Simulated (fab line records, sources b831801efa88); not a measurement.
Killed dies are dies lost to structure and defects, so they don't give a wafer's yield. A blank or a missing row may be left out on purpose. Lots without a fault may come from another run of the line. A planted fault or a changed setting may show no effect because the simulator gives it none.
Chamber matching | flow sky130 | SKY_VIA1_CMP_02 on cmp-02: 4 sister chambers
The step polishes SiO2. 8 wafers are shown with their chamber, then 12 later ones without.

WAFERS WITH THEIR CHAMBER
wafer  | chamber | motor_current_A (A) | head_pressure_psi (psi)
L086.3 | 1       | 11.8                | 4.007
L091.2 | 2       | 10.3                | 4.006
L091.4 | 1       | 11.2                | 3.999
L089.2 | 0       | 13.6                | 4.000
L089.5 | 0       | 13.7                | 3.999
L092.4 | 3       | 11.0                | 3.990
L092.5 | 2       | 9.6                 | 3.997
L092.6 | 3       | 11.4                | 3.997

WAFERS WITHOUT THEIR CHAMBER
wafer  | motor_current_A (A) | head_pressure_psi (psi)
L093.1 | 10.7                | 3.995
L093.5 | 11.9                | 4.002
L093.6 | 13.3                | 4.009
L094.3 | 9.6                 | 4.009
L094.4 | 13.1                | 4.008
L094.5 | 9.8                 | 4.000
L095.1 | 13.7                | 4.009
L095.3 | 10.2                | 4.008
L095.6 | 11.0                | 4.006
L097.1 | 13.4                | 4.008
L097.2 | 11.8                | 4.010
L097.3 | 11.2                | 3.988

WHICH CHAMBER EACH WENT THROUGH
wafer  | from the rows above          | in truth
L093.1 | can't be placed: 3 or 2 or 1 | 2
L093.5 | can't be placed: 1 or 3      | 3
L093.6 | 0                            | 0
L094.3 | 2                            | 2
L094.4 | 0                            | 0
L094.5 | 2                            | 2
L095.1 | 0                            | 0
L095.3 | 2                            | 2
L095.6 | can't be placed: 1 or 3 or 2 | 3
L097.1 | 0                            | 0
L097.2 | 1                            | 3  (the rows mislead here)
L097.3 | 3                            | 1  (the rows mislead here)
Placed correctly: 7 of 12. Can't be placed from these rows: 3 (the true chamber is among the candidates in 3). Placed wrongly: 2.
How it was worked out, from the rows above alone: a wafer's distance from a chamber is the root of the sum, over the readings, of the square of ((its reading less the chamber's mean) divided by the reading's scatter). The wafer belongs to the nearest chamber; if the next one is less than 2 further off, it can't be placed. A chamber's mean is the mean of its shown wafers. The scatter: the root of (the sum of the squares of (reading less its chamber's mean) over the shown wafers, divided by (wafers less chambers)).
